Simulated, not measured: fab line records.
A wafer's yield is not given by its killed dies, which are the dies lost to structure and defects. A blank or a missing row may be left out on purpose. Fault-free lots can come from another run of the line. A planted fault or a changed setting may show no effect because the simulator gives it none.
Lot-split experiment ; flow gf180mcu ; route with 602 steps; 5 lots, 23 wafers read

## THE SPLIT
At GF_MIM_SPUTTER_08 (material AlCu, target thk 200 nm, time 10.6 s), the setting powerW was moved away from the recipe's 10600 W on 9 of the 23 wafers read, by -4.6% to +6.6%. For the rest of the wafers, this setting stayed at what the recipe calls for.

## FROM THE SPLIT TO THE READING: what the file shows between them, 7 steps
- GF_MIM_SPUTTER_09: material TiN, target thk 35 nm, time 29.2 s
- GF_MIM_RS_MEAS_10: measures by four-point-probe
- GF_MIM_THK_MEAS_11: measures by xrf
- GF_MIM_DEHYDRATE_12: time 60 s
- GF_MIM_HMDS_13: prime time 60 s
- GF_MIM_PEB_17
- GF_MIM_DEVELOP_18: develop time 60 s

## THE READING
oesProductAu, in a.u., at GF_MIM_METAL_ETCH_19 (etches the open film in Cl2/BCl3, stops on Si3N4, target depth 324.5 nm, time 54.1 s). Typical for fault-free wafers on this fab line: 0.940 a.u., with standard deviation 0.0058 a.u.

wafer;tool, chamber at the split;powerW as run, W;against the recipe;oesProductAu, a.u.;against lot-mates on the recipe
L079.2;pvdSputter-03, -;10110;-4.6%;0.925;-0.015
L079.3;pvdSputter-03, -;10600;recipe;0.941;-
L079.4;pvdSputter-03, -;10110;-4.6%;0.919;-0.021
L079.5;pvdSputter-03, -;10600;recipe;0.941;-
L079.6;pvdSputter-03, -;10600;recipe;0.939;-
L080.2;pvdSputter-01, -;10600;recipe;0.954;-
L080.5;pvdSputter-01, -;10600;recipe;0.943;-
L080.6;pvdSputter-01, -;10600;recipe;0.942;-
L081.1;pvdSputter-04, -;10600;recipe;0.950;-
L081.2;pvdSputter-04, -;11220;+5.8%;0.975;+0.026
L081.3;pvdSputter-04, -;10600;recipe;0.946;-
L081.4;pvdSputter-04, -;10600;recipe;0.950;-
L081.5;pvdSputter-04, -;11220;+5.8%;0.972;+0.023
L082.1;pvdSputter-03, -;10260;-3.2%;0.919;-0.017
L082.2;pvdSputter-03, -;10600;recipe;0.939;-
L082.3;pvdSputter-03, -;10600;recipe;0.933;-
L082.5;pvdSputter-03, -;10600;recipe;0.935;-
L082.6;pvdSputter-03, -;10260;-3.2%;0.918;-0.018
L084.1;pvdSputter-03, -;10600;recipe;0.942;-
L084.2;pvdSputter-03, -;10600;recipe;0.938;-
L084.4;pvdSputter-03, -;11300;+6.6%;0.963;+0.023
L084.5;pvdSputter-03, -;11300;+6.6%;0.969;+0.029
L084.6;pvdSputter-03, -;11300;+6.6%;0.962;+0.022

FIT RESULTS
A straight line over all 23 wafers: oesProductAu changes by +0.00445 a.u. for each +1% of powerW; r = +0.92; the points scatter about the line by 0.0064 a.u.
The same after taking each lot's own level away (the mean of its wafers on the recipe; 23 wafers): +0.00406 a.u. for each +1%; r = +0.97; scatter 0.0033 a.u.
Per that fit: largest powerW move, reading shift of 0.027 a.u.
The span of the lots' own levels, 0.9357 to 0.9487 a.u., comes to 2.2 times the standard deviation stated above.
So the lot-to-lot level changes the slope little: the two slopes agree.
Check: with one of the wafers moved furthest among these (+6.6%) left out of the fit, the line predicts +0.0271 a.u. for it against its lot-mates. Against them it came out at +0.023 a.u.

## THESE WAFERS: OTHER SPLITS
Note: prior to the reading, these wafers also went through further splits. Each is held against what the fit with the lots' levels taken away leaves over:
other split on the same wafers;wafers away from the commonest value;r with oesProductAu (lot level and that fit taken away)
GF_V4_DEVELOP_13 developTimeS;6;-0.13
GF_V4_CVD_23 pressureTorr;10;+0.22
GF_MIM_CVD_05 timeS;7;-0.13

## THE WHOLE CHAIN: every reading that the file lists as answering this split, in the file's order
step;what it does;reading;change (the file's fit);r (the file's)
GF_MIM_SPUTTER_08;material AlCu, target thk 200 nm, time 10.6 s;AlCu_of_MIM_SPUTTER_08.thkNm (the simulator's own value, which no gauge read);+2.13 nm for each +1% of the setting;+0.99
GF_MIM_RS_MEAS_10;measures by four-point-probe;MIM_ALCU_RS;-0.00173 for each +1% of the setting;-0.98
GF_MIM_THK_MEAS_11;measures by xrf;MIM_ALCU_THK;+2.02 for each +1% of the setting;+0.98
GF_MIM_METAL_ETCH_19;etches the open film in Cl2/BCl3, stops on Si3N4, target depth 324.5 nm, time 54.1 s;oesProductAu;+0.00409 a.u. for each +1% of the setting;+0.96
GF_MIM_METAL_ETCH_19;etches the open film in Cl2/BCl3, stops on Si3N4, target depth 324.5 nm, time 54.1 s;MIM.featureDepthNm (the simulator's own value, which no gauge read);+2.26 nm for each +1% of the setting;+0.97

## FILE'S OWN FIT
oesProductAu changes by +0.00409 a.u. for each +1% of powerW, r = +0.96.
